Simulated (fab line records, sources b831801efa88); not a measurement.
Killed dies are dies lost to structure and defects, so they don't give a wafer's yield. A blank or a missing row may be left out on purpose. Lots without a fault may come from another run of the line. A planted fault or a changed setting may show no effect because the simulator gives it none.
A struck lot beside a sound one | flow gf180mcu | 18 steps out of a route of 602
Sound: wafers L910.2, L910.4, L910.5. Struck: wafers L901.1, L901.3, L901.6. The cause comes at the end.
At each step with rows: each side's tool, then ch and its chambers, then its first start. Under that, the readings that differ: sound wafers | struck wafers | difference of the means | sigmas: that difference in standard deviations of wafers without a fault.
alike: readings whose means differ by less than 2 such deviations, and words and numbers that are the same on both sides. not compared: withheld readings, readings that some wafer has no value for, bounds like >300 that may hide the same value, and numbers for which the record gives no deviation and whose values overlap.
The two part at a step that has a row with sigmas, a row that says differs or no value, or rows on one side only. Numbers that don't overlap but have no deviation are shown without sigmas and don't part them. A reading that every wafer of one side lacks parts them only if that side has two wafers or more.

first, 7 steps without rows for these wafers: GF_VT_IMPLANT_DEHYDRATE_33 (time 60 s); GF_VT_IMPLANT_HMDS_34 (prime time 60 s); GF_VT_IMPLANT_COAT_35 (resist thk 1000 nm); GF_VT_IMPLANT_SOFTBAKE_36 (time 60 s); GF_VT_IMPLANT_EXPOSE_37 (exposes mask Nwell HV AREA, target cd 860 nm); GF_VT_IMPLANT_PEB_38; GF_VT_IMPLANT_DEVELOP_39 (develop time 60 s).
GF_VT_IMPLANT_OVL_MEAS_40:
  sound on overlay-01, day 12 19:42; struck on overlay-01, day 10 05:11
  alike: VT_IMPLANT_03_OVL
then, 1 step without rows for these wafers: GF_VT_IMPLANT_IMPLANT_41.
GF_VT_IMPLANT_STRIP_42: strips in O2/N2.
  sound on plasma_asher-03 ch 0,1, day 12 19:53; struck on plasma_asher-03 ch 0,1, day 10 05:23
  alike: drypump_motor_current_A, heater_power_w, oes_product_au, strip_time_to_endpoint_s
  not compared: rf_hours_counter_h
GF_VT_IMPLANT_TW_MEAS_43:
  sound on film_metro-02, day 12 19:59; struck on film_metro-04, day 10 05:29
  alike: VT_IMPLANT_4_TW
then, 1 step without rows for these wafers: GF_VT_IMPLANT_CLEAN_44 (cleans in SC1/SC2, time 150 s).
GF_VT_IMPLANT_RTA_45: time 30 s.
  sound on rtp_anneal-01 ch 0, day 12 20:06; struck on rtp_anneal-01, day 10 05:35
  no value came back on the struck wafers for anneal_temp_c_max, chamber_o2_ppm, lamp_power_pct (%), wafer_temp_C_max; on the sound wafers anneal_temp_c_max reads 1057.1 1057.3 1058.0
GF_VT_IMPLANT_RS_MEAS_46: measures by four-point-probe.
  sound on film_metro-01, day 12 20:13; struck on film_metro-01, day 10 05:41
  reading          | sound             | struck            | difference | sigmas
  MVSD_RS (ohm/sq) | 458.1 456.2 458.2 | 132.9 133.1 132.8 | -324.6     | -99 or more
GF_VT_IMPLANT_RS_MEAS_47: measures by four-point-probe.
  sound on film_metro-01, day 12 20:20; struck on film_metro-01, day 10 05:49
  reading           | sound             | struck            | difference | sigmas
  NWELL_RS (ohm/sq) | 491.0 491.0 490.2 | 133.1 132.9 133.1 | -357.7     | -99 or more
GF_VT_IMPLANT_RS_MEAS_48: measures by four-point-probe.
  sound on film_metro-01, day 12 20:27; struck on film_metro-01, day 10 05:56
  reading             | sound          | struck      | difference | sigmas
  LVPWELL_RS (ohm/sq) | 1195 1198 1199 | 133 133 133 | -1064      | -99 or more
GF_VT_IMPLANT_RS_MEAS_49: measures by four-point-probe.
  sound on film_metro-01, day 12 20:34; struck on film_metro-01, day 10 06:03
  reading           | sound          | struck      | difference | sigmas
  MVPSD_RS (ohm/sq) | 1171 1172 1170 | 133 133 133 | -1038      | -99 or more
then, 1 step without rows for these wafers: GF_VT_IMPLANT_WET_ETCH_50 (etches SiO2 in dHF, target depth 20 nm, time 400 s).

WHERE THEY PART
First at GF_VT_IMPLANT_RTA_45; last, within this record, at GF_VT_IMPLANT_RS_MEAS_49.

WHY: what the simulator had put in
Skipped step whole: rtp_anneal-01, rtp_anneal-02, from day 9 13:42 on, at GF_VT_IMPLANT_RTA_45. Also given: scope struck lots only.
